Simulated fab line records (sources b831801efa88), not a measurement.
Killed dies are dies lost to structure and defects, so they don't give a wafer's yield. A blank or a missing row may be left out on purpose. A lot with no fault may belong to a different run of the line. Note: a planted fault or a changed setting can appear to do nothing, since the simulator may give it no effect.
fab line records :: flow sky130
record:
  lots: 5
  wafers: 14
  last-day: 49
route steps=708 shown VIA1@460
lots that met no fault: from a run of the same line without faults
start-h: the number of hours between the record's first day and the start of the first shown wafer of the lot :: wait-h: how many hours have passed since the lot's step before this one :: " identical to the entry in the row above :: L1.1+2: a row that stands for several wafers :: - either no value or no given start :: * or withheld: withheld :: < > ~ a bound
route shown NAME@n: names a module that has steps shown in the file, with the first one's number in the route :: usual: the fault-free wafers' mean and standard deviation :: same: alike in all rows :: chamber/n: place in a boat :: sites: the reading at each site :: _std_site: the values' standard deviation :: _edge_site: the outer-site mean with the inner-site mean subtracted :: radius-mm: for every site, how far away it sits from the centre of the wafer :: mask NAME#n: copy n :: behind: the most recent tool/chamber to have shaped the wafer :: hold: why the lot was held/for how many hours/how that ended :: device: which transistor (n, p or np) failed to switch :: end of line: tests run on the same wafers once the route is complete :: a step with no rows: only its recipe :: killed: dies lost to structure and defects at the first sort, not the wafer's yield :: map: the dies of a wafer, with x for killed, . for not killed, _ for no die there
set.NAME: setting as actually run; set.NAME@STEP: the setting as run at that earlier step :: model.NAME: the simulator's own value behind a step, which no gauge read
lots seen at some steps along the route; tables by step, rows by wafer
services: a tool's chamber out of use, with start hour (start-h, from the record's first day; less than 0 if before it), hours out, and reason
== steps ==
step: SKY_VIA1_CMP_02
recipe:
  material: SiO2
  down-force-psi: 4
  platen-rpm: 60
  pad-velocity-m-s: 0.94248
usual:
  head-pressure-psi: 4.000/0.0094
  motor-current-A: 11.9/1.8
  slurry-flow-ml-min: 150.0/0.43
lot.wafer: L196.4
tool: cmp-02
chamber: 1
start-h: 792.48
wait-h: 0.0
head-pressure-psi: 3.998
motor-current-A: 11.2
slurry-flow-ml-min: 150.7

lot.wafer: L196.2
tool: cmp-02
chamber: 3
start-h: 792.48
wait-h: 0.0
head-pressure-psi: 4.009
motor-current-A: 11.5
slurry-flow-ml-min: 150.8

lot.wafer: L196.5
tool: cmp-02
chamber: 2
start-h: 792.48
wait-h: 0.0
head-pressure-psi: 4.005
motor-current-A: 15.6
slurry-flow-ml-min: 149.8

lot.wafer: L199.4
tool: cmp-01
chamber: 2
start-h: 817.13
wait-h: 0.0
head-pressure-psi: 3.978
motor-current-A: 12.7
slurry-flow-ml-min: 150.2

lot.wafer: L199.1
tool: cmp-01
chamber: 0
start-h: 817.13
wait-h: 0.0
head-pressure-psi: 3.998
motor-current-A: 8.5
slurry-flow-ml-min: 149.7

lot.wafer: L199.3
tool: cmp-01
chamber: 1
start-h: 817.13
wait-h: 0.0
head-pressure-psi: 3.993
motor-current-A: 12.9
slurry-flow-ml-min: 150.0

lot.wafer: L205.4
tool: cmp-02
chamber: 3
start-h: 854.54
wait-h: 0.1
head-pressure-psi: 3.991
motor-current-A: 12.3
slurry-flow-ml-min: 150.2

lot.wafer: L205.1
tool: cmp-02
chamber: 0
start-h: 854.54
wait-h: 0.1
head-pressure-psi: 4.002
motor-current-A: 11.4
slurry-flow-ml-min: 149.8

lot.wafer: L205.2
tool: cmp-02
chamber: 1
start-h: 854.54
wait-h: 0.1
head-pressure-psi: 4.003
motor-current-A: 11.1
slurry-flow-ml-min: 150.3

lot.wafer: L206.1
tool: cmp-02
chamber: 3
start-h: 885.35
wait-h: 0.1
head-pressure-psi: 4.004
motor-current-A: 11.5
slurry-flow-ml-min: 150.4

lot.wafer: L206.3
tool: cmp-02
chamber: 1
start-h: 885.35
wait-h: 0.1
head-pressure-psi: 3.983
motor-current-A: 11.7
slurry-flow-ml-min: 149.4

lot.wafer: L212.3
tool: cmp-02
chamber: 3
start-h: 894.43
wait-h: 0.0
head-pressure-psi: 4.001
motor-current-A: 11.2
slurry-flow-ml-min: 151.1

lot.wafer: L212.1
tool: cmp-02
chamber: 2
start-h: 894.43
wait-h: 0.0
head-pressure-psi: 4.005
motor-current-A: 14.9
slurry-flow-ml-min: 149.9

lot.wafer: L212.6
tool: cmp-02
chamber: 0
start-h: 894.43
wait-h: 0.0
head-pressure-psi: 4.007
motor-current-A: 11.4
slurry-flow-ml-min: 150.8
step: SKY_VIA1_BOW_MEAS_03
recipe:
  mode: bow
usual:
  VIA1_BOW: 80/7.5
lot.wafer: L196.2
tool: film-metro-01
chamber: -
start-h: 792.80
wait-h: 0.2
VIA1_BOW[um]: 66

lot.wafer: L196.4
tool: film-metro-01
chamber: -
start-h: 792.80
wait-h: 0.2
VIA1_BOW[um]: 66

lot.wafer: L196.5
tool: film-metro-01
chamber: -
start-h: 792.80
wait-h: 0.2
VIA1_BOW[um]: 60

lot.wafer: L199.1
tool: film-metro-03
chamber: -
start-h: 817.43
wait-h: 0.1
VIA1_BOW[um]: 75

lot.wafer: L199.3
tool: film-metro-03
chamber: -
start-h: 817.43
wait-h: 0.1
VIA1_BOW[um]: 97

lot.wafer: L199.4
tool: film-metro-03
chamber: -
start-h: 817.43
wait-h: 0.1
VIA1_BOW[um]: 83

lot.wafer: L205.1
tool: film-metro-01
chamber: -
start-h: 854.79
wait-h: 0.1
VIA1_BOW[um]: 83

lot.wafer: L205.2
tool: film-metro-01
chamber: -
start-h: 854.79
wait-h: 0.1
VIA1_BOW[um]: 79

lot.wafer: L205.4
tool: film-metro-01
chamber: -
start-h: 854.79
wait-h: 0.1
VIA1_BOW[um]: 89

lot.wafer: L206.1
tool: film-metro-01
chamber: -
start-h: 885.60
wait-h: 0.2
VIA1_BOW[um]: 83

lot.wafer: L206.3
tool: film-metro-01
chamber: -
start-h: 885.60
wait-h: 0.2
VIA1_BOW[um]: 74

lot.wafer: L212.1
tool: film-metro-01
chamber: -
start-h: 894.73
wait-h: 0.1
VIA1_BOW[um]: 83

lot.wafer: L212.3
tool: film-metro-01
chamber: -
start-h: 894.73
wait-h: 0.1
VIA1_BOW[um]: 68

lot.wafer: L212.6
tool: film-metro-01
chamber: -
start-h: 894.73
wait-h: 0.1
VIA1_BOW[um]: 84
step: SKY_VIA1_DEHYDRATE_04
recipe:
  temp-c: 200
  time-s: 60
step: SKY_VIA1_HMDS_05
recipe:
  prime-time-s: 60
  prime-temp-c: 120
step: SKY_VIA1_COAT_06
recipe:
  resist: BARC
  temp-c: withheld
  time-s: withheld
  spin-rpm: 3000
  resist-thk-nm: 60
step: SKY_VIA1_COAT_07
recipe:
  resist: KrF-thick
  spin-rpm: 3000
  resist-thk-nm: 450
step: SKY_VIA1_SOFTBAKE_08
recipe:
  temp-c: 100
  time-s: 90
  resist: KrF-thick
step: SKY_VIA1_EXPOSE_09
recipe:
  mask-id: VIM
  na: 0.8
  source-shape: annular
  sigma-inner: 0.55
  sigma-outer: 0.85
  target-cd-nm: 150
  dose-mj: 38
step: SKY_VIA1_PEB_10
recipe:
  peb-temp-c: withheld
  peb-time-s: withheld
  resist: KrF-thick
step: SKY_VIA1_DEVELOP_11
recipe:
  develop-time-s: 60
  resist: KrF-thick
  dev-temp-c: 21
step: SKY_VIA1_CD_MEAS_12
recipe:
  target-cd-nm: 150
usual:
  cd-nm: 149.0/1.7
lot.wafer: L196.2
tool: cd-sem-01
chamber: -
start-h: 820.02
wait-h: -
cd-nm: 148.0

lot.wafer: L196.4
tool: cd-sem-01
chamber: -
start-h: 820.02
wait-h: -
cd-nm: 147.4

lot.wafer: L196.5
tool: cd-sem-01
chamber: -
start-h: 820.02
wait-h: -
cd-nm: 148.8

lot.wafer: L199.1
tool: cd-sem-01
chamber: -
start-h: 843.39
wait-h: -
cd-nm: 148.4

lot.wafer: L199.3
tool: cd-sem-01
chamber: -
start-h: 843.39
wait-h: -
cd-nm: 149.4

lot.wafer: L199.4
tool: cd-sem-01
chamber: -
start-h: 843.39
wait-h: -
cd-nm: 149.8

lot.wafer: L205.1
tool: cd-sem-01
chamber: -
start-h: 881.15
wait-h: -
cd-nm: 152.4

lot.wafer: L205.2
tool: cd-sem-01
chamber: -
start-h: 881.15
wait-h: -
cd-nm: 149.9

lot.wafer: L205.4
tool: cd-sem-01
chamber: -
start-h: 881.15
wait-h: -
cd-nm: 149.9

lot.wafer: L206.1
tool: cd-sem-02
chamber: -
start-h: 911.00
wait-h: -
cd-nm: 150.7

lot.wafer: L206.3
tool: cd-sem-02
chamber: -
start-h: 911.00
wait-h: -
cd-nm: 150.6

lot.wafer: L212.1
tool: cd-sem-02
chamber: -
start-h: 920.15
wait-h: -
cd-nm: 149.7

lot.wafer: L212.3
tool: cd-sem-02
chamber: -
start-h: 920.15
wait-h: -
cd-nm: 150.3

lot.wafer: L212.6
tool: cd-sem-02
chamber: -
start-h: 920.15
wait-h: -
cd-nm: 149.6
step: SKY_VIA1_OVL_MEAS_13
usual:
  VIA1_OVL: 0/5.1
lot.wafer: L196.2
tool: overlay-02
chamber: -
start-h: 820.12
wait-h: 0.1
VIA1_OVL[nm]: 6

lot.wafer: L196.4
tool: overlay-02
chamber: -
start-h: 820.12
wait-h: 0.1
VIA1_OVL[nm]: 1

lot.wafer: L196.5
tool: overlay-02
chamber: -
start-h: 820.12
wait-h: 0.1
VIA1_OVL[nm]: 2

lot.wafer: L199.1
tool: overlay-01
chamber: -
start-h: 843.51
wait-h: 0.1
VIA1_OVL[nm]: 15

lot.wafer: L199.3
tool: overlay-01
chamber: -
start-h: 843.51
wait-h: 0.1
VIA1_OVL[nm]: 6

lot.wafer: L199.4
tool: overlay-01
chamber: -
start-h: 843.51
wait-h: 0.1
VIA1_OVL[nm]: 5

lot.wafer: L205.1
tool: overlay-02
chamber: -
start-h: 881.27
wait-h: 0.1
VIA1_OVL[nm]: -3

lot.wafer: L205.2
tool: overlay-02
chamber: -
start-h: 881.27
wait-h: 0.1
VIA1_OVL[nm]: -2

lot.wafer: L205.4
tool: overlay-02
chamber: -
start-h: 881.27
wait-h: 0.1
VIA1_OVL[nm]: -1

lot.wafer: L206.1
tool: overlay-02
chamber: -
start-h: 911.12
wait-h: 0.1
VIA1_OVL[nm]: 8

lot.wafer: L206.3
tool: overlay-02
chamber: -
start-h: 911.12
wait-h: 0.1
VIA1_OVL[nm]: 4

lot.wafer: L212.1
tool: overlay-02
chamber: -
start-h: 920.27
wait-h: 0.1
VIA1_OVL[nm]: 2

lot.wafer: L212.3
tool: overlay-02
chamber: -
start-h: 920.27
wait-h: 0.1
VIA1_OVL[nm]: 1

lot.wafer: L212.6
tool: overlay-02
chamber: -
start-h: 920.27
wait-h: 0.1
VIA1_OVL[nm]: 1
step: SKY_VIA1_ETCH_14
recipe:
  chemistry: N2/H2
  target: BARC
  ion-energy-ev: 200
  source-w: 500
  bias-w: 100
  pressure-mtorr: 30
  n2-flow-sccm: 100
  h2-flow-sccm: 200
  stop-on: SiO2
  time-s: 45.9
  target-depth-a: 600
usual:
  drypump-motor-current-A: 5.8/0.48
  n2-flow-sccm: 99.99/0.29
  oes-product-au: 0.855/0.0042
  run-length-s: 74.2/0.46
  throttle-valve-pct: 13.224/0.009
lot.wafer: L196.2
tool: rie-diel-01
chamber: 2
start-h: 820.15
wait-h: 0.0
drypump-motor-current-A: 5.6
n2-flow-sccm: 99.83
oes-product-au: 0.861
rf-hours-counter-h: 7
run-length-s: 74.1
throttle-valve-pct: 13.240
model.KrF-thick_of_VIA1_COAT_07.thk-nm: 393.9

lot.wafer: L196.4
tool: rie-diel-01
chamber: 3
start-h: 820.15
wait-h: 0.0
drypump-motor-current-A: 5.5
n2-flow-sccm: 99.90
oes-product-au: 0.859
rf-hours-counter-h: 9
run-length-s: 74.8
throttle-valve-pct: 13.214
model.KrF-thick_of_VIA1_COAT_07.thk-nm: 394.2

lot.wafer: L196.5
tool: rie-diel-01
chamber: 2
start-h: 820.15
wait-h: 0.0
drypump-motor-current-A: 5.5
n2-flow-sccm: 99.96
oes-product-au: 0.854
rf-hours-counter-h: -
run-length-s: 74.0
throttle-valve-pct: 13.239
model.KrF-thick_of_VIA1_COAT_07.thk-nm: 393.6

lot.wafer: L199.1
tool: rie-diel-04
chamber: 3
start-h: 843.55
wait-h: 0.0
drypump-motor-current-A: 5.5
n2-flow-sccm: 100.00
oes-product-au: 0.856
rf-hours-counter-h: 6
run-length-s: 74.0
throttle-valve-pct: 13.225
model.KrF-thick_of_VIA1_COAT_07.thk-nm: 393.8

lot.wafer: L199.3
tool: rie-diel-04
chamber: 2
start-h: 843.55
wait-h: 0.0
drypump-motor-current-A: 5.9
n2-flow-sccm: 100.44
oes-product-au: 0.858
rf-hours-counter-h: 22
run-length-s: 73.6
throttle-valve-pct: 13.215
model.KrF-thick_of_VIA1_COAT_07.thk-nm: 390.9

lot.wafer: L199.4
tool: rie-diel-04
chamber: 1
start-h: 843.55
wait-h: 0.0
drypump-motor-current-A: 5.7
n2-flow-sccm: 100.17
oes-product-au: 0.853
rf-hours-counter-h: 7
run-length-s: 74.8
throttle-valve-pct: 13.222
model.KrF-thick_of_VIA1_COAT_07.thk-nm: 393.3

lot.wafer: L205.1
tool: rie-diel-02
chamber: 3
start-h: 881.31
wait-h: 0.0
drypump-motor-current-A: 6.5
n2-flow-sccm: 100.23
oes-product-au: 0.856
rf-hours-counter-h: 7
run-length-s: 74.6
throttle-valve-pct: 13.225
model.KrF-thick_of_VIA1_COAT_07.thk-nm: 391.4

lot.wafer: L205.2
tool: rie-diel-02
chamber: 0
start-h: 881.31
wait-h: 0.0
drypump-motor-current-A: 5.2
n2-flow-sccm: 100.02
oes-product-au: 0.851
rf-hours-counter-h: 7
run-length-s: 74.5
throttle-valve-pct: 13.212
model.KrF-thick_of_VIA1_COAT_07.thk-nm: 392.9

lot.wafer: L205.4
tool: rie-diel-02
chamber: 1
start-h: 881.31
wait-h: 0.0
drypump-motor-current-A: 6.3
n2-flow-sccm: 100.44
oes-product-au: 0.858
rf-hours-counter-h: 7
run-length-s: 73.9
throttle-valve-pct: 13.223
model.KrF-thick_of_VIA1_COAT_07.thk-nm: 392.1

lot.wafer: L206.1
tool: rie-diel-01
chamber: 1
start-h: 911.16
wait-h: 0.0
drypump-motor-current-A: 5.3
n2-flow-sccm: 100.38
oes-product-au: 0.995
rf-hours-counter-h: 9
run-length-s: 66.4
throttle-valve-pct: 13.249
model.KrF-thick_of_VIA1_COAT_07.thk-nm: 401.3

lot.wafer: L206.3
tool: rie-diel-01
chamber: 0
start-h: 911.16
wait-h: 0.0
drypump-motor-current-A: 6.7
n2-flow-sccm: 100.06
oes-product-au: 1.003
rf-hours-counter-h: 15
run-length-s: 65.5
throttle-valve-pct: 13.223
model.KrF-thick_of_VIA1_COAT_07.thk-nm: 400.5

lot.wafer: L212.1
tool: rie-diel-04
chamber: 2
start-h: 920.31
wait-h: 0.0
drypump-motor-current-A: 5.9
n2-flow-sccm: 100.45
oes-product-au: 0.851
rf-hours-counter-h: 24
run-length-s: 74.1
throttle-valve-pct: 13.224
model.KrF-thick_of_VIA1_COAT_07.thk-nm: 391.5

lot.wafer: L212.3
tool: rie-diel-04
chamber: 0
start-h: 920.31
wait-h: 0.0
drypump-motor-current-A: 5.3
n2-flow-sccm: 100.40
oes-product-au: 0.846
rf-hours-counter-h: 20
run-length-s: 73.7
throttle-valve-pct: 13.220
model.KrF-thick_of_VIA1_COAT_07.thk-nm: 392.2

lot.wafer: L212.6
tool: rie-diel-04
chamber: 0
start-h: 920.31
wait-h: 0.0
drypump-motor-current-A: 5.2
n2-flow-sccm: 100.57
oes-product-au: 0.854
rf-hours-counter-h: -
run-length-s: 73.6
throttle-valve-pct: 13.210
model.KrF-thick_of_VIA1_COAT_07.thk-nm: 391.1
step: SKY_VIA1_ETCH_15
recipe:
  target: SiO2
  chemistry: C4F8/O2/Ar
  target-depth-nm: 351
  stop-on: TiN
  mask-material: KrF-thick
  source-w: 1500
  bias-w: 1200
  pressure-mtorr: 40
  c4f8-flow-sccm: withheld
  O2_flow_sccm: 6
  Ar_flow_sccm: 300
  time-s: 54
usual:
  oes-product-au: 0.981/0.0055
  run-length-s: 82.3/0.46
lot.wafer: L196.2
tool: rie-diel-01
chamber: 2
start-h: 820.19
wait-h: 0.0
oes-product-au: 0.976
rf-hours-counter-h: 7
run-length-s: 82.0
model.KrF-thick_of_VIA1_COAT_07.thk-nm: 324.5

lot.wafer: L196.4
tool: rie-diel-01
chamber: 3
start-h: 820.19
wait-h: 0.0
oes-product-au: 0.985
rf-hours-counter-h: 9
run-length-s: 82.8
model.KrF-thick_of_VIA1_COAT_07.thk-nm: 324.2

lot.wafer: L196.5
tool: rie-diel-01
chamber: 2
start-h: 820.19
wait-h: 0.0
oes-product-au: 0.983
rf-hours-counter-h: -
run-length-s: 82.2
model.KrF-thick_of_VIA1_COAT_07.thk-nm: 324.3

lot.wafer: L199.1
tool: rie-diel-04
chamber: 3
start-h: 843.59
wait-h: 0.0
oes-product-au: 0.978
rf-hours-counter-h: 6
run-length-s: 82.4
model.KrF-thick_of_VIA1_COAT_07.thk-nm: 325.2

lot.wafer: L199.3
tool: rie-diel-04
chamber: 2
start-h: 843.59
wait-h: 0.0
oes-product-au: 0.980
rf-hours-counter-h: 22
run-length-s: 82.2
model.KrF-thick_of_VIA1_COAT_07.thk-nm: 321

lot.wafer: L199.4
tool: rie-diel-04
chamber: 1
start-h: 843.59
wait-h: 0.0
oes-product-au: 0.977
rf-hours-counter-h: 7
run-length-s: 82.9
model.KrF-thick_of_VIA1_COAT_07.thk-nm: 323.2

lot.wafer: L205.1
tool: rie-diel-02
chamber: 3
start-h: 881.35
wait-h: 0.0
oes-product-au: 0.981
rf-hours-counter-h: 7
run-length-s: 83.1
model.KrF-thick_of_VIA1_COAT_07.thk-nm: 322.4

lot.wafer: L205.2
tool: rie-diel-02
chamber: 0
start-h: 881.35
wait-h: 0.0
oes-product-au: 0.981
rf-hours-counter-h: 7
run-length-s: 82.7
model.KrF-thick_of_VIA1_COAT_07.thk-nm: 323.5

lot.wafer: L205.4
tool: rie-diel-02
chamber: 1
start-h: 881.35
wait-h: 0.0
oes-product-au: 0.980
rf-hours-counter-h: 7
run-length-s: 82.4
model.KrF-thick_of_VIA1_COAT_07.thk-nm: 321.8

lot.wafer: L206.1
tool: rie-diel-01
chamber: 1
start-h: 911.20
wait-h: 0.0
oes-product-au: 0.976
rf-hours-counter-h: 9
run-length-s: 82.6
model.KrF-thick_of_VIA1_COAT_07.thk-nm: 331.5

lot.wafer: L206.3
tool: rie-diel-01
chamber: 0
start-h: 911.20
wait-h: 0.0
oes-product-au: 0.984
rf-hours-counter-h: 15
run-length-s: 81.6
model.KrF-thick_of_VIA1_COAT_07.thk-nm: 329.1

lot.wafer: L212.1
tool: rie-diel-04
chamber: 2
start-h: 920.35
wait-h: 0.0
oes-product-au: 0.986
rf-hours-counter-h: 24
run-length-s: 81.8
model.KrF-thick_of_VIA1_COAT_07.thk-nm: 320.9

lot.wafer: L212.3
tool: rie-diel-04
chamber: 0
start-h: 920.35
wait-h: 0.0
oes-product-au: 0.989
rf-hours-counter-h: 20
run-length-s: 81.8
model.KrF-thick_of_VIA1_COAT_07.thk-nm: 322

lot.wafer: L212.6
tool: rie-diel-04
chamber: 0
start-h: 920.35
wait-h: 0.0
oes-product-au: 0.979
rf-hours-counter-h: -
run-length-s: 82.1
model.KrF-thick_of_VIA1_COAT_07.thk-nm: 321.3
step: SKY_VIA1_STRIP_16
recipe:
  chemistry: O2/N2
  power-w: 1400
  pressure-mtorr: 1500
  platen-temp-c: withheld
  o2-flow-sccm: 3000
  n2-flow-sccm: 300
  overash-fraction: 0.5
usual:
  drypump-motor-current-A: 5.7/0.51
  n2-flow-sccm: 300.0/0.72
  o2-flow-sccm: 3001/9.1
  oes-product-au: 0.416/0.0047
  strip-time-to-endpoint-s: 4.457/0.017
lot.wafer: L196.2
tool: plasma-asher-01
chamber: 0
start-h: 820.24
wait-h: 0.0
drypump-motor-current-A: 5.3
n2-flow-sccm: 300.1
o2-flow-sccm: 2990
oes-product-au: 0.416
rf-hours-counter-h: 37
strip-time-to-endpoint-s: 4.485

lot.wafer: L196.4
tool: plasma-asher-01
chamber: 1
start-h: 820.24
wait-h: 0.0
drypump-motor-current-A: 6.2
n2-flow-sccm: 299.7
o2-flow-sccm: 2995
oes-product-au: 0.410
rf-hours-counter-h: -
strip-time-to-endpoint-s: 4.484

lot.wafer: L196.5
tool: plasma-asher-01
chamber: 0
start-h: 820.24
wait-h: 0.0
drypump-motor-current-A: 5.3
n2-flow-sccm: 300.2
o2-flow-sccm: 2996
oes-product-au: 0.416
rf-hours-counter-h: -
strip-time-to-endpoint-s: 4.483

lot.wafer: L199.1
tool: plasma-asher-03
chamber: 0
start-h: 843.64
wait-h: 0.0
drypump-motor-current-A: 6.1
n2-flow-sccm: 300.1
o2-flow-sccm: 3012
oes-product-au: 0.425
rf-hours-counter-h: 101
strip-time-to-endpoint-s: 4.478

lot.wafer: L199.3
tool: plasma-asher-03
chamber: 1
start-h: 843.64
wait-h: 0.0
drypump-motor-current-A: 5.6
n2-flow-sccm: 299.2
o2-flow-sccm: 3003
oes-product-au: 0.416
rf-hours-counter-h: -
strip-time-to-endpoint-s: 4.440

lot.wafer: L199.4
tool: plasma-asher-03
chamber: 0
start-h: 843.64
wait-h: 0.0
drypump-motor-current-A: 6.1
n2-flow-sccm: 300.7
o2-flow-sccm: 3002
oes-product-au: 0.417
rf-hours-counter-h: -
strip-time-to-endpoint-s: 4.469

lot.wafer: L205.1
tool: plasma-asher-03
chamber: 1
start-h: 881.40
wait-h: 0.0
drypump-motor-current-A: 5.6
n2-flow-sccm: 300.1
o2-flow-sccm: 3004
oes-product-au: 0.417
rf-hours-counter-h: 106
strip-time-to-endpoint-s: 4.470

lot.wafer: L205.2
tool: plasma-asher-03
chamber: 0
start-h: 881.40
wait-h: 0.0
drypump-motor-current-A: 6.2
n2-flow-sccm: 300.4
o2-flow-sccm: 2988
oes-product-au: 0.416
rf-hours-counter-h: 106
strip-time-to-endpoint-s: 4.468

lot.wafer: L205.4
tool: plasma-asher-03
chamber: 1
start-h: 881.40
wait-h: 0.0
drypump-motor-current-A: 5.6
n2-flow-sccm: 300.7
o2-flow-sccm: 2998
oes-product-au: 0.414
rf-hours-counter-h: -
strip-time-to-endpoint-s: 4.451

lot.wafer: L206.1
tool: plasma-asher-02
chamber: 0
start-h: 911.25
wait-h: 0.0
drypump-motor-current-A: 4.8
n2-flow-sccm: 300.0
o2-flow-sccm: 3001
oes-product-au: 0.410
rf-hours-counter-h: 74
strip-time-to-endpoint-s: 4.541

lot.wafer: L206.3
tool: plasma-asher-02
chamber: 0
start-h: 911.25
wait-h: 0.0
drypump-motor-current-A: 4.8
n2-flow-sccm: 300.7
o2-flow-sccm: 2996
oes-product-au: 0.426
rf-hours-counter-h: -
strip-time-to-endpoint-s: 4.513

lot.wafer: L212.1
tool: plasma-asher-01
chamber: 1
start-h: 920.40
wait-h: 0.0
drypump-motor-current-A: 6.2
n2-flow-sccm: 301.0
o2-flow-sccm: 3020
oes-product-au: 0.416
rf-hours-counter-h: 49
strip-time-to-endpoint-s: 4.450

lot.wafer: L212.3
tool: plasma-asher-01
chamber: 1
start-h: 920.40
wait-h: 0.0
drypump-motor-current-A: 6.3
n2-flow-sccm: 301.1
o2-flow-sccm: 2998
oes-product-au: 0.411
rf-hours-counter-h: -
strip-time-to-endpoint-s: 4.446

lot.wafer: L212.6
tool: plasma-asher-01
chamber: 1
start-h: 920.40
wait-h: 0.0
drypump-motor-current-A: 6.2
n2-flow-sccm: 300.2
o2-flow-sccm: 3000
oes-product-au: 0.404
rf-hours-counter-h: -
strip-time-to-endpoint-s: 4.450
step: SKY_VIA1_STRIP_17
recipe:
  chemistry: post-etch-residue-remover
  time-s: 1200
  temp-c: 72.5
== services ==
tool: plasma-asher-03
chamber: -
start-h: 812.74
hours: 8.1
kind: repair

tool: plasma-asher-02
chamber: -
start-h: 818.87
hours: 38.9
kind: pm

tool: rie-diel-01
chamber: 0
start-h: 826.50
hours: 8.2
kind: repair

tool: rie-diel-02
chamber: 2
start-h: 827.57
hours: 9.4
kind: repair

tool: cmp-02
chamber: -
start-h: 829.58
hours: 0.8
kind: repair

tool: cmp-01
chamber: -
start-h: 837.63
hours: 7.8
kind: pm

tool: plasma-asher-03
chamber: -
start-h: 840.18
hours: 2.8
kind: pm

tool: plasma-asher-02
chamber: -
start-h: 864.68
hours: 1.4
kind: repair

tool: rie-diel-01
chamber: 3
start-h: 865.09
hours: 3.4
kind: repair

tool: cmp-01
chamber: -
start-h: 874.58
hours: 1.3
kind: repair

tool: cmp-01
chamber: -
start-h: 912.00
hours: 4.0
kind: pm

tool: cmp-01
chamber: -
start-h: 916.00
hours: -
kind: consumable-replace:conditioner

tool: cmp-01
chamber: -
start-h: 916.00
hours: -
kind: consumable-replace:pad
== key ==
first-sign:
  step: SKY_VIA1_ETCH_14
  reading: oes-product-au
  direction: up
  sigmas: 34
  usual: 0.855
  struck: 0.999
effect:
  step: SKY_VIA1_ETCH_14
  reading: run-length-s
  direction: down
  sigmas: 18
  usual: *
  struck: *
effect:
  step: SKY_VIA1_STRIP_16
  reading: strip-time-to-endpoint-s
  direction: up
  sigmas: 4.2
  usual: *
  struck: *
model-effect:
  step: SKY_VIA1_ETCH_14
  value: KrF-thick_of_VIA1_COAT_07.thk-nm
  without: 393.6
  struck: 400.9
model-effect:
  step: SKY_VIA1_ETCH_15
  value: KrF-thick_of_VIA1_COAT_07.thk-nm
  without: 323
  struck: 330.3
met-at SKY_VIA1_ETCH_14
struck-wafers L206.1,L206.3
sort-left-out L206.1,L206.3
onset-between 820.15 911.16
fault:
  kind: process-parameter-drift
  tool: rie-diel-01
  chamber: -
  onset-h: 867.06
  steps: SKY_VIA1_ETCH_14
  channel: time-s
  offset: *
  shape: step
  end-h: 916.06
  scope: struck-wafers-only
  acts-in: *
  stated: *
sort-left-out: the simulated sort isn't trusted on such a fault, so these wafers' sort isn't shown, and their yield isn't known
